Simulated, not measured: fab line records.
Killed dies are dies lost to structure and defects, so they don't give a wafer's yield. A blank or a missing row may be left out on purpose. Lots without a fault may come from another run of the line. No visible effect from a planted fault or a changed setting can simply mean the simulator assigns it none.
fab line records	flow sky130
record lots=13	wafers=39	last-day=50
route steps=708 shown LDD_P@262 LDD_HVN@274 POLY_CUT@319 RES_XHIGH@336 PAD_OPEN@708
lots untouched by any fault: they come from a run of this same line in which no faults occurred
start-h: start of the lot's first displayed wafer, in hours after the record's first day	wait-h: hours elapsed since this lot's preceding step	" repeats the value in the row above	L1.1+2: several wafers, shown together as one row	- no value present, or no start provided	* or withheld: withheld	< > ~ a bound
route shown NAME@n: a module of which the file shows steps, and the number in the route of the first	usual: mean/standard deviation of fault-free wafers	same: alike in all rows	chamber/n: place in a boat	sites: per-site readings	_std_site: the standard deviation of these	_edge_site: inner sites' mean taken away from outer sites' mean	radius-mm: how far each site lies from the wafer's centre	mask NAME#n: copy n	behind: the last tool/chamber to shape the wafer	hold: why the lot went on hold/how many hours it stayed there/how the hold came to an end	device: the n, p or np transistor that did not switch	end of line: tests of these same wafers at the route's end	a step given without rows: its recipe and nothing more	killed: dies that structure and defects cost at the first sort, which is not the same as the wafer's yield	map: per-die view of a wafer (x killed, . not killed, _ where there is no die)
set.NAME: setting as actually run; set.NAME@STEP: the setting as run at that earlier step	model.NAME: the simulator's own value behind a step, which no gauge read
a sample of lots followed through the steps of the route, with each step as a table and each wafer as a row
services: when a tool's chamber went out of use (start-h, in hours from the record's first day, below 0 if earlier), for how many hours, and the reason
## steps
# step SKY_LDD_P_CD_MEAS_07
# recipe target-cd-nm=380
# usual cd-nm=379.9/2.4
lot.wafer	tool	chamber	start-h	wait-h	cd-nm
L482.3	cd-sem-02	-	431.23	0.1	379.6
L482.5	"	-	"	"	380.0
L482.6	"	-	"	"	378.1
L481.1	cd-sem-01	-	432.54	0.1	380.0
L481.2	"	-	"	"	382.7
L481.5	"	-	"	"	384.2
L483.1	cd-sem-02	-	452.24	0.1	378.0
L483.3	"	-	"	"	380.4
L483.4	"	-	"	"	375.3
L484.2	cd-sem-02	-	457.31	0.1	378.9
L484.4	"	-	"	"	378.3
L484.6	"	-	"	"	380.9
L487.3	cd-sem-02	-	502.48	0.1	379.7
L487.4	"	-	"	"	381.9
L487.6	"	-	"	"	379.6
L488.2	cd-sem-01	-	506.71	0.1	384.5
L488.3	"	-	"	"	383.2
L488.5	"	-	"	"	381.9
L489.2	cd-sem-01	-	511.16	0.1	374.4
L489.4	"	-	"	"	374.9
L489.6	"	-	"	"	374.2
L490.1	cd-sem-02	-	516.19	0.1	378.9
L490.3	"	-	"	"	379.2
L490.4	"	-	"	"	379.3
L493.2	cd-sem-02	-	545.96	0.1	379.9
L493.5	"	-	"	"	378.2
L493.6	"	-	"	"	378.4
L494.1	cd-sem-01	-	562.44	0.1	379.2
L494.2	"	-	"	"	378.4
L494.4	"	-	"	"	380.5
L502.1	cd-sem-01	-	614.64	0.1	381.3
L502.2	"	-	"	"	382.0
L502.5	"	-	"	"	381.3
L503.1	cd-sem-02	-	621.29	0.1	383.0
L503.2	"	-	"	"	379.7
L503.4	"	-	"	"	379.1
L504.3	cd-sem-01	-	636.18	0.1	377.0
L504.4	"	-	"	"	378.6
L504.5	"	-	"	"	379.0
# step SKY_LDD_HVN_OVL_MEAS_07
# usual LDD_HVN_OVL=-0.5/1.5
lot.wafer	tool	chamber	start-h	wait-h	LDD_HVN_OVL[nm]
L482.3	overlay-02	-	461.86	0.1	1.7
L482.5	"	-	"	"	0.8
L482.6	"	-	"	"	-0.6
L481.1	overlay-02	-	463.74	0.1	-3.4
L481.2	"	-	"	"	-3.0
L481.5	"	-	"	"	-2.4
L483.1	overlay-02	-	482.64	0.1	0.1
L483.3	"	-	"	"	-0.1
L483.4	"	-	"	"	-1.2
L484.2	overlay-01	-	488.05	0.1	-1.8
L484.4	"	-	"	"	-1.1
L484.6	"	-	"	"	-2.2
L487.3	overlay-02	-	532.91	0.1	-0.8
L487.4	"	-	"	"	-2.0
L487.6	"	-	"	"	-0.1
L488.2	overlay-01	-	537.15	0.1	1.4
L488.3	"	-	"	"	-1.2
L488.5	"	-	"	"	-1.1
L489.2	overlay-01	-	541.94	0.1	0.6
L489.4	"	-	"	"	0.1
L489.6	"	-	"	"	2.2
L490.1	overlay-01	-	546.44	0.1	-2.5
L490.3	"	-	"	"	-4.4
L490.4	"	-	"	"	-2.8
L493.2	overlay-01	-	575.45	0.1	0.6
L493.5	"	-	"	"	0.1
L493.6	"	-	"	"	0.3
L494.1	overlay-02	-	592.19	0.1	-0.3
L494.2	"	-	"	"	0.2
L494.4	"	-	"	"	0.0
L502.1	overlay-02	-	644.14	0.1	0.1
L502.2	"	-	"	"	-0.6
L502.5	"	-	"	"	-1.0
L503.1	overlay-01	-	650.39	0.1	2.2
L503.2	"	-	"	"	3.2
L503.4	"	-	"	"	2.0
L504.3	overlay-01	-	664.16	0.1	-0.9
L504.4	"	-	"	"	-1.0
L504.5	"	-	"	"	0.4
# step SKY_POLY_CUT_STRIP_12
# recipe chemistry=O2/N2	power-w=1400	pressure-mtorr=1500	platen-temp-c=withheld	o2-flow-sccm=3000	n2-flow-sccm=300	overash-fraction=0.5
# usual drypump-motor-current-A=5.8/0.51	oes-product-au=0.452/0.0046	strip-time-to-endpoint-s=5.350/0.019
# same overash-fraction=0.5
lot.wafer	tool	chamber	start-h	wait-h	drypump-motor-current-A	oes-product-au	rf-hours-counter-h	strip-time-to-endpoint-s
L482.3	plasma-asher-03	1	555.57	0.1	6.0	0.447	-	5.355
L482.5	"	1	"	"	6.0	0.452	-	5.338
L482.6	"	0	"	"	5.0	0.443	-	5.359
L481.1	plasma-asher-01	1	556.73	0.0	6.4	0.456	13	5.329
L481.2	"	0	"	"	5.6	0.461	13	5.358
L481.5	"	1	"	"	6.4	0.454	-	5.352
L483.1	plasma-asher-03	1	576.63	0.0	6.0	0.448	44	5.361
L483.3	"	0	"	"	5.0	0.452	-	5.363
L483.4	"	1	"	"	6.0	0.450	-	5.356
L484.2	plasma-asher-01	1	580.93	0.0	6.4	0.449	15	5.329
L484.4	"	0	"	"	5.6	0.448	-	5.370
L484.6	"	1	"	"	6.5	0.458	-	5.374
L487.3	plasma-asher-04	1	625.16	0.1	6.3	0.451	-	5.368
L487.4	"	0	"	"	5.3	0.447	-	5.355
L487.6	"	1	"	"	6.2	0.462	-	5.330
L488.2	plasma-asher-03	0	630.93	0.0	5.0	0.448	49	5.337
L488.3	"	0	"	"	5.0	0.439	-	5.336
L488.5	"	1	"	"	6.0	0.453	-	5.359
L489.2	plasma-asher-01	1	634.98	0.0	6.4	0.452	20	5.344
L489.4	"	1	"	"	6.5	0.452	-	5.310
L489.6	"	1	"	"	6.5	0.447	-	5.340
L490.1	plasma-asher-04	0	640.33	0.0	5.3	0.453	96	5.357
L490.3	"	1	"	"	6.2	0.455	-	5.330
L490.4	"	0	"	"	5.3	0.448	-	5.321
L493.2	plasma-asher-04	1	665.13	0.0	6.3	0.447	99	5.368
L493.5	"	1	"	"	6.2	0.452	-	5.367
L493.6	"	0	"	"	5.3	0.448	-	5.388
L494.1	plasma-asher-03	0	679.08	0.0	5.0	0.453	54	5.367
L494.2	"	1	"	"	5.9	0.444	54	5.349
L494.4	"	0	"	"	5.0	0.446	-	5.337
L502.1	plasma-asher-01	1	724.63	0.0	6.5	0.451	29	5.325
L502.2	"	0	"	"	5.6	0.447	29	5.345
L502.5	"	1	"	"	6.5	0.445	-	5.336
L503.1	plasma-asher-01	1	731.03	0.0	6.4	0.458	30	5.353
L503.2	"	0	"	"	5.6	0.447	30	5.358
L503.4	"	1	"	"	6.4	0.461	-	5.371
L504.3	plasma-asher-04	0	744.92	0.1	5.3	0.454	-	5.384
L504.4	"	1	"	"	6.3	0.445	-	5.375
L504.5	"	1	"	"	6.2	0.455	-	5.362
# step SKY_RES_XHIGH_EXPOSE_04
# recipe mask-id=URPM	na=0.6	source-shape=conventional	sigma-outer=0.6	polarization=unpolarized	target-cd-nm=1270	dose-mj=140
# usual stage-vel-mm-s=500.06/0.27
# same na=0.6
lot.wafer	tool	chamber	start-h	wait-h	mask	stage-vel-mm-s
L482.3	iline-stepper-02	0	600.49	-	URPM#0	500.43
L482.5	"	0	"	"	URPM#0	500.18
L482.6	"	0	"	"	URPM#0	500.72
L481.1	iline-stepper-02	0	602.06	-	URPM#0	499.82
L481.2	"	0	"	"	URPM#0	500.27
L481.5	"	0	"	"	URPM#0	499.57
L483.1	iline-stepper-02	0	620.99	-	URPM#0	499.98
L483.3	"	0	"	"	URPM#0	500.05
L483.4	"	0	"	"	URPM#0	500.35
L484.2	iline-stepper-01	0	625.46	-	URPM#0	499.65
L484.4	"	0	"	"	URPM#0	499.93
L484.6	"	0	"	"	URPM#0	500.40
L487.3	iline-stepper-02	0	667.00	-	URPM#0	500.00
L487.4	"	0	"	"	URPM#0	499.99
L487.6	"	0	"	"	URPM#0	500.08
L488.2	iline-stepper-01	0	672.46	-	URPM#0	499.88
L488.3	"	0	"	"	URPM#0	499.66
L488.5	"	0	"	"	URPM#0	499.73
L489.2	iline-stepper-01	0	675.81	-	URPM#0	499.98
L489.4	"	0	"	"	URPM#0	500.15
L489.6	"	0	"	"	URPM#0	499.52
L490.1	iline-stepper-01	0	680.72	-	URPM#0	500.07
L490.3	"	0	"	"	URPM#0	499.91
L490.4	"	0	"	"	URPM#0	499.89
L493.2	iline-stepper-02	0	703.86	-	URPM_R1#0	499.76
L493.5	"	0	"	"	URPM_R1#0	499.97
L493.6	"	0	"	"	URPM_R1#0	499.95
L494.1	iline-stepper-01	0	717.89	-	URPM#0	500.15
L494.2	"	0	"	"	URPM#0	500.38
L494.4	"	0	"	"	URPM#0	499.76
L502.1	iline-stepper-02	0	767.46	-	URPM#0	500.39
L502.2	"	0	"	"	URPM#0	500.20
L502.5	"	0	"	"	URPM#0	500.46
L503.1	iline-stepper-02	0	771.99	-	URPM#0	499.91
L503.2	"	0	"	"	URPM#0	500.14
L503.4	"	0	"	"	URPM#0	499.92
L504.3	iline-stepper-02	0	783.08	-	URPM#0	499.81
L504.4	"	0	"	"	URPM#0	499.89
L504.5	"	0	"	"	URPM#0	500.20
# step SKY_PAD_OPEN_PROBE_99
# usual killed_at_M0_to_M3=43/6.8	killed_at_M4_up=2.9/1.7	killed-at-contacts=24/5.4	killed-at-front-end=15/4.8	killed-at-other=0.3/0.57	killed-dies=85/9.4	killed-on-rim=16/4	killed-open=47/7.5	killed-short=38/5.7
# same gross-dies=492	killed-at-back-side=0
lot.wafer	tool	chamber	start-h	wait-h	killed_at_M0_to_M3	killed_at_M4_up	killed-at-contacts	killed-at-front-end	killed-at-other	killed-dies	killed-on-rim	killed-open	killed-short
L482.3	prober-01	-	1065.39	0.2	42	4	21	10	0	77	12	46	31
L482.5	prober-01	-	1065.49	0.2	35	1	32	7	0	75	14	42	33
L482.6	prober-01	-	1065.54	0.2	38	0	19	17	0	74	13	49	25
L481.1	prober-02	-	1070.34	0.1	52	0	31	13	0	96	15	49	47
L481.2	prober-02	-	1070.39	0.1	43	1	21	12	1	78	15	39	39
L481.5	prober-02	-	1070.54	0.2	45	0	32	10	0	87	15	52	35
L483.1	prober-01	-	1080.43	0.1	35	3	24	16	0	78	16	45	33
L483.3	prober-01	-	1080.53	0.2	42	4	26	11	2	85	22	44	41
L483.4	prober-01	-	1080.58	0.2	44	2	16	16	0	78	12	42	36
L484.2	prober-02	-	1084.74	0.1	39	5	24	19	0	87	19	48	39
L484.4	prober-02	-	1084.84	0.2	35	6	21	22	0	84	14	36	48
L484.6	prober-02	-	1084.94	0.2	48	3	21	24	0	96	20	53	43
L487.3	prober-02	-	1112.00	0.2	37	2	23	30	0	92	22	52	40
L487.4	prober-02	-	1112.05	0.2	42	2	22	9	0	75	11	42	33
L487.6	prober-02	-	1112.15	0.2	53	0	18	12	0	83	8	40	43
L488.2	prober-02	-	1118.12	0.1	39	4	13	16	0	72	15	41	31
L488.3	prober-02	-	1118.17	0.2	31	6	19	17	0	73	17	27	46
L488.5	prober-02	-	1118.27	0.2	41	6	20	16	2	85	16	45	40
L489.2	prober-01	-	1120.72	0.1	41	0	33	15	0	89	24	53	36
L489.4	prober-01	-	1120.82	0.2	46	1	30	12	0	89	10	44	45
L489.6	prober-01	-	1120.92	0.2	54	5	28	16	0	103	20	56	47
L490.1	prober-02	-	1126.15	0.1	45	3	21	23	0	92	17	51	41
L490.3	prober-02	-	1126.25	0.2	50	3	33	17	1	104	16	61	43
L490.4	prober-02	-	1126.30	0.2	26	4	22	23	1	76	16	33	43
L493.2	prober-01	-	1147.90	0.1	34	4	23	22	0	83	15	47	36
L493.5	prober-01	-	1148.05	0.2	48	2	21	11	0	82	11	39	43
L493.6	prober-01	-	1148.10	0.2	50	3	31	11	0	95	24	53	42
L494.1	prober-02	-	1151.99	0.1	33	4	21	20	1	79	14	41	38
L494.2	prober-02	-	1152.04	0.1	45	4	28	18	0	95	22	56	39
L494.4	prober-02	-	1152.14	0.2	31	2	25	11	1	70	16	41	29
L502.1	prober-02	-	1182.76	0.1	31	3	21	9	0	64	15	32	32
L502.2	prober-02	-	1182.81	0.1	38	5	26	17	0	86	15	48	38
L502.5	prober-02	-	1182.96	0.2	39	5	19	12	0	75	16	33	42
L503.1	prober-01	-	1184.58	0.1	39	2	25	19	0	85	13	45	40
L503.2	prober-01	-	1184.63	0.1	35	1	22	26	1	85	17	47	38
L503.4	prober-01	-	1184.73	0.2	42	2	24	13	0	81	20	34	47
L504.3	prober-02	-	1188.38	0.2	44	5	17	14	1	81	19	34	47
L504.4	prober-02	-	1188.43	0.2	43	7	15	7	1	73	14	39	34
L504.5	prober-02	-	1188.48	0.2	56	3	27	13	0	99	19	56	43
# killed by level:class
L482.3 VIA1:geometric-particle:open=12 CONTACT:geometric-particle:open=8 VIA1:geometric-particle:short=6 VIA3:geometric-particle:open=6 FIELD_ISO:geometric-particle:open=5 LI_CONTACT:geometric-particle:open=5 LOCAL_INTERCONNECT:geometric-particle:short=4 METAL2:geometric-particle:short=4
L482.5 VIA3:geometric-particle:open=10 CONTACT:geometric-particle:open=9 LI_CONTACT:geometric-particle:open=6 LI_CONTACT:geometric-particle:short=6 VIA1:geometric-particle:open=6 LOCAL_INTERCONNECT:geometric-particle:short=5 METAL1:geometric-particle:short=5 CONTACT:geometric-particle:short=4
L482.6 VIA1:geometric-particle:open=18 POLY_GATE:geometric-particle:open=7 CONTACT:geometric-particle:open=6 LI_CONTACT:geometric-particle:open=5 CONTACT:geometric-particle:short=5 FIELD_ISO:geometric-particle:open=3 POLY_GATE:geometric-particle:short=3 METAL2:geometric-particle:short=3
L481.1 VIA1:geometric-particle:open=15 CONTACT:geometric-particle:open=12 CONTACT:geometric-particle:short=9 METAL3:geometric-particle:short=7 LOCAL_INTERCONNECT:geometric-particle:short=6 VIA1:geometric-particle:short=5 VIA2:geometric-particle:short=5 FIELD_ISO:geometric-particle:open=4
L481.2 CONTACT:geometric-particle:open=7 VIA1:geometric-particle:open=7 VIA3:geometric-particle:open=7 LI_CONTACT:geometric-particle:open=6 VIA1:geometric-particle:short=5 VIA2:geometric-particle:short=5 FIELD_ISO:geometric-particle:short=4 CONTACT:geometric-particle:short=4
L481.5 CONTACT:geometric-particle:open=16 VIA1:geometric-particle:open=12 VIA2:geometric-particle:open=10 METAL2:geometric-particle:short=6 CONTACT:geometric-particle:short=5 POLY_GATE:geometric-particle:short=4 LI_CONTACT:geometric-particle:short=4 VIA3:geometric-particle:open=4
L483.1 CONTACT:geometric-particle:open=11 VIA2:geometric-particle:open=8 VIA1:geometric-particle:open=6 FIELD_ISO:geometric-particle:short=5 POLY_GATE:geometric-particle:open=5 METAL1:geometric-particle:short=5 LI_CONTACT:geometric-particle:open=5 VIA3:geometric-particle:open=5
L483.3 LI_CONTACT:geometric-particle:open=10 CONTACT:geometric-particle:open=9 VIA2:geometric-particle:open=8 CONTACT:geometric-particle:short=6 METAL1:geometric-particle:short=6 VIA1:geometric-particle:open=5 METAL2:geometric-particle:short=5 FIELD_ISO:geometric-particle:short=4
L483.4 VIA2:geometric-particle:open=11 VIA1:geometric-particle:open=10 FIELD_ISO:geometric-particle:short=6 LI_CONTACT:geometric-particle:open=6 METAL2:geometric-particle:short=6 FIELD_ISO:geometric-particle:open=5 CONTACT:geometric-particle:open=4 VIA1:geometric-particle:short=4
L484.2 CONTACT:geometric-particle:open=12 METAL1:geometric-particle:short=7 METAL2:geometric-particle:short=7 LI_CONTACT:geometric-particle:open=6 FIELD_ISO:geometric-particle:open=5 POLY_GATE:geometric-particle:open=5 VIA2:geometric-particle:open=5 VIA3:geometric-particle:open=5
L484.4 POLY_GATE:geometric-particle:short=9 VIA1:geometric-particle:open=8 CONTACT:geometric-particle:open=8 METAL1:geometric-particle:short=8 METAL2:geometric-particle:short=6 VIA2:geometric-particle:open=6 FIELD_ISO:geometric-particle:short=5 CONTACT:geometric-particle:short=5
L484.6 CONTACT:geometric-particle:open=12 FIELD_ISO:geometric-particle:short=9 VIA3:geometric-particle:open=9 VIA1:geometric-particle:open=8 METAL2:geometric-particle:short=7 POLY_GATE:geometric-particle:open=6 FIELD_ISO:geometric-particle:open=5 VIA1:geometric-particle:short=5
L487.3 CONTACT:geometric-particle:open=13 VIA1:geometric-particle:open=10 FIELD_ISO:geometric-particle:open=7 POLY_GATE:geometric-particle:open=7 FIELD_ISO:geometric-particle:short=6 POLY_GATE:geometric-particle:short=6 METAL1:geometric-particle:short=5 CONTACT:geometric-particle:short=4
L487.4 VIA1:geometric-particle:open=11 LI_CONTACT:geometric-particle:open=8 CONTACT:geometric-particle:open=7 VIA3:geometric-particle:open=7 POLY_GATE:geometric-particle:short=4 VIA3:geometric-particle:short=4 LOCAL_INTERCONNECT:geometric-particle:short=4 VIA2:geometric-particle:open=4
L487.6 VIA1:geometric-particle:open=13 VIA1:geometric-particle:short=10 VIA3:geometric-particle:open=6 METAL1:geometric-particle:short=6 LOCAL_INTERCONNECT:geometric-particle:short=6 LI_CONTACT:geometric-particle:open=5 VIA2:geometric-particle:open=5 FIELD_ISO:geometric-particle:open=4
L488.2 VIA1:geometric-particle:open=11 LI_CONTACT:geometric-particle:open=8 METAL2:geometric-particle:short=7 FIELD_ISO:geometric-particle:open=5 POLY_GATE:geometric-particle:open=5 VIA1:geometric-particle:short=5 VIA2:geometric-particle:open=5 CONTACT:geometric-particle:open=4
L488.3 POLY_GATE:geometric-particle:short=9 VIA1:geometric-particle:open=8 LOCAL_INTERCONNECT:geometric-particle:short=8 FIELD_ISO:geometric-particle:short=4 METAL4:geometric-particle:short=4 CONTACT:geometric-particle:open=4 METAL1:geometric-particle:short=4 VIA1:geometric-particle:short=4
L488.5 VIA1:geometric-particle:open=13 CONTACT:geometric-particle:open=6 METAL2:geometric-particle:short=5 VIA1:geometric-particle:short=5 LI_CONTACT:geometric-particle:short=5 LI_CONTACT:geometric-particle:open=5 VIA3:geometric-particle:open=5 FIELD_ISO:geometric-particle:open=4
L489.2 CONTACT:geometric-particle:open=12 VIA1:geometric-particle:open=9 LI_CONTACT:geometric-particle:open=8 VIA3:geometric-particle:open=8 CONTACT:geometric-particle:short=7 POLY_GATE:geometric-particle:open=6 LI_CONTACT:geometric-particle:short=5 VIA1:geometric-particle:short=5
L489.4 LOCAL_INTERCONNECT:geometric-particle:short=9 CONTACT:geometric-particle:open=8 VIA1:geometric-particle:open=8 VIA3:geometric-particle:open=8 LI_CONTACT:geometric-particle:open=6 METAL2:geometric-particle:short=6 VIA2:geometric-particle:open=6 CONTACT:geometric-particle:short=5
L489.6 CONTACT:geometric-particle:open=13 VIA3:geometric-particle:open=12 METAL2:geometric-particle:short=9 VIA1:geometric-particle:open=8 FIELD_ISO:geometric-particle:open=6 LI_CONTACT:geometric-particle:open=6 METAL3:geometric-particle:short=6 METAL1:geometric-particle:short=5
L490.1 CONTACT:geometric-particle:open=9 VIA2:geometric-particle:open=9 VIA3:geometric-particle:open=8 VIA1:geometric-particle:open=7 METAL2:geometric-particle:short=6 FIELD_ISO:geometric-particle:open=5 POLY_GATE:geometric-particle:open=5 LOCAL_INTERCONNECT:geometric-particle:short=5
L490.3 CONTACT:geometric-particle:open=16 VIA1:geometric-particle:open=11 VIA3:geometric-particle:open=9 METAL2:geometric-particle:short=7 FIELD_ISO:geometric-particle:open=6 CONTACT:geometric-particle:short=6 VIA2:geometric-particle:open=6 LI_CONTACT:geometric-particle:open=5
L490.4 CONTACT:geometric-particle:open=8 FIELD_ISO:geometric-particle:short=6 LI_CONTACT:geometric-particle:open=6 POLY_GATE:geometric-particle:short=5 VIA2:geometric-particle:short=5 FIELD_ISO:geometric-particle:open=4 VIA2:geometric-particle:open=4 VIA1:geometric-particle:open=4
L493.2 VIA1:geometric-particle:open=8 LI_CONTACT:geometric-particle:open=7 CONTACT:geometric-particle:open=7 FIELD_ISO:geometric-particle:open=6 POLY_GATE:geometric-particle:open=6 METAL2:geometric-particle:short=6 VIA3:geometric-particle:open=6 FIELD_ISO:geometric-particle:short=5
L493.5 METAL2:geometric-particle:short=10 CONTACT:geometric-particle:open=8 VIA2:geometric-particle:open=8 VIA1:geometric-particle:open=7 VIA3:geometric-particle:open=6 CONTACT:geometric-particle:short=6 VIA3:geometric-particle:short=5 POLY_GATE:geometric-particle:short=4
L493.6 CONTACT:geometric-particle:open=10 LI_CONTACT:geometric-particle:open=9 VIA1:geometric-particle:open=8 VIA2:geometric-particle:open=7 VIA3:geometric-particle:open=7 LOCAL_INTERCONNECT:geometric-particle:short=6 FIELD_ISO:geometric-particle:open=4 METAL3:geometric-particle:short=4
L494.1 LI_CONTACT:geometric-particle:open=8 VIA1:geometric-particle:open=7 VIA2:geometric-particle:open=7 CONTACT:geometric-particle:open=6 POLY_GATE:geometric-particle:short=5 LOCAL_INTERCONNECT:geometric-particle:short=4 VIA1:geometric-particle:short=4 METAL1:geometric-particle:short=4
L494.2 VIA1:geometric-particle:open=12 CONTACT:geometric-particle:open=9 VIA2:geometric-particle:open=9 LI_CONTACT:geometric-particle:open=8 VIA1:geometric-particle:short=6 VIA3:geometric-particle:open=5 LI_CONTACT:geometric-particle:short=5 SPACER:geometric-particle:open=5
L494.4 LI_CONTACT:geometric-particle:open=9 VIA1:geometric-particle:open=8 CONTACT:geometric-particle:open=7 CONTACT:geometric-particle:short=5 VIA2:geometric-particle:open=5 LOCAL_INTERCONNECT:geometric-particle:short=4 METAL1:geometric-particle:short=3 METAL2:geometric-particle:short=3
L502.1 CONTACT:geometric-particle:open=9 VIA3:geometric-particle:open=8 VIA2:geometric-particle:open=6 METAL2:geometric-particle:short=5 LI_CONTACT:geometric-particle:short=4 METAL1:geometric-particle:short=4 POLY_GATE:geometric-particle:short=3 LOCAL_INTERCONNECT:geometric-particle:short=3
L502.2 LI_CONTACT:geometric-particle:open=9 VIA1:geometric-particle:open=9 VIA3:geometric-particle:open=8 CONTACT:geometric-particle:open=8 POLY_GATE:geometric-particle:short=6 METAL2:geometric-particle:short=6 VIA2:geometric-particle:open=6 LOCAL_INTERCONNECT:geometric-particle:short=5
L502.5 VIA1:geometric-particle:open=10 METAL1:geometric-particle:short=7 CONTACT:geometric-particle:open=7 FIELD_ISO:geometric-particle:short=5 VIA2:geometric-particle:open=5 METAL4:geometric-particle:short=5 CONTACT:geometric-particle:short=4 METAL2:geometric-particle:short=4
L503.1 VIA1:geometric-particle:open=9 CONTACT:geometric-particle:open=8 LOCAL_INTERCONNECT:geometric-particle:short=7 FIELD_ISO:geometric-particle:open=5 POLY_GATE:geometric-particle:open=5 CONTACT:geometric-particle:short=5 METAL1:geometric-particle:short=5 VIA2:geometric-particle:open=5
L503.2 FIELD_ISO:geometric-particle:short=10 LI_CONTACT:geometric-particle:open=9 VIA1:geometric-particle:open=9 FIELD_ISO:geometric-particle:open=7 CONTACT:geometric-particle:open=7 VIA3:geometric-particle:open=7 CONTACT:geometric-particle:short=4 METAL1:geometric-particle:short=4
L503.4 LI_CONTACT:geometric-particle:open=9 METAL2:geometric-particle:short=6 METAL3:geometric-particle:short=5 VIA2:geometric-particle:open=5 VIA2:geometric-particle:short=5 METAL1:geometric-particle:short=4 LI_CONTACT:geometric-particle:short=4 CONTACT:geometric-particle:short=4
L504.3 METAL1:geometric-particle:short=9 VIA2:geometric-particle:open=8 VIA1:geometric-particle:open=8 CONTACT:geometric-particle:short=6 LOCAL_INTERCONNECT:geometric-particle:short=6 METAL2:geometric-particle:short=5 VIA3:geometric-particle:open=5 VIA2:geometric-particle:short=4
L504.4 VIA1:geometric-particle:open=12 LI_CONTACT:geometric-particle:open=6 METAL2:geometric-particle:short=6 METAL1:geometric-particle:short=6 CONTACT:geometric-particle:open=5 METAL3:geometric-particle:short=4 METAL4:geometric-particle:open=3 VIA2:geometric-particle:open=3
L504.5 VIA1:geometric-particle:open=12 CONTACT:geometric-particle:open=11 METAL1:geometric-particle:short=10 LI_CONTACT:geometric-particle:short=6 LI_CONTACT:geometric-particle:open=6 METAL2:geometric-particle:short=5 METAL2:geometric-particle:open=5 VIA2:geometric-particle:short=5
## services
tool	chamber	start-h	hours	kind
plasma-asher-03	-	556.93	2.8	pm
iline-stepper-01	-	597.12	1.7	pm
iline-stepper-01	-	599.51	21.6	repair
plasma-asher-01	-	639.51	1.0	repair
plasma-asher-04	-	646.20	2.3	repair
iline-stepper-02	-	671.05	27.7	repair
plasma-asher-03	-	689.29	3.5	repair
iline-stepper-02	-	715.73	1.7	pm
iline-stepper-02	-	730.98	14.4	repair
plasma-asher-04	-	733.75	9.0	pm
plasma-asher-04	0	733.75	9.0	vent-cycle
plasma-asher-04	1	733.75	9.0	vent-cycle
plasma-asher-04	0	742.75	-	clean
plasma-asher-04	1	742.75	-	clean
iline-stepper-02	-	755.30	1.5	repair
plasma-asher-04	-	758.09	2.7	repair
iline-stepper-01	-	761.70	2.1	pm
iline-stepper-01	-	763.79	-	consumable-replace:lamp
## key
first-sign step=SKY_RES_XHIGH_EXPOSE_04	reading=mask	direction=changed
effect none on later readings
met-at SKY_RES_XHIGH_EXPOSE_04
struck-lots L493
tester-left-out L493
not-acting-at SKY_LDD_P_CD_MEAS_07,SKY_LDD_HVN_OVL_MEAS_07,SKY_POLY_CUT_STRIP_12
onset-between 667.00 703.86
fault kind=wrong-mask	tool=any	chamber=-	onset-h=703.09	steps=SKY_RES_XHIGH_EXPOSE_04	aux-copy=URPM_R1#0	cd-offset-nm=190	scope=struck-lots-only
# tester-left-out: of these lots the tester's yield and bins aren't shown, on N5 and GAA mostly nor the transistor test; their killed dies are dies lost to structure and defects alone, not to doping, threshold or leakage, so they don't give the yield
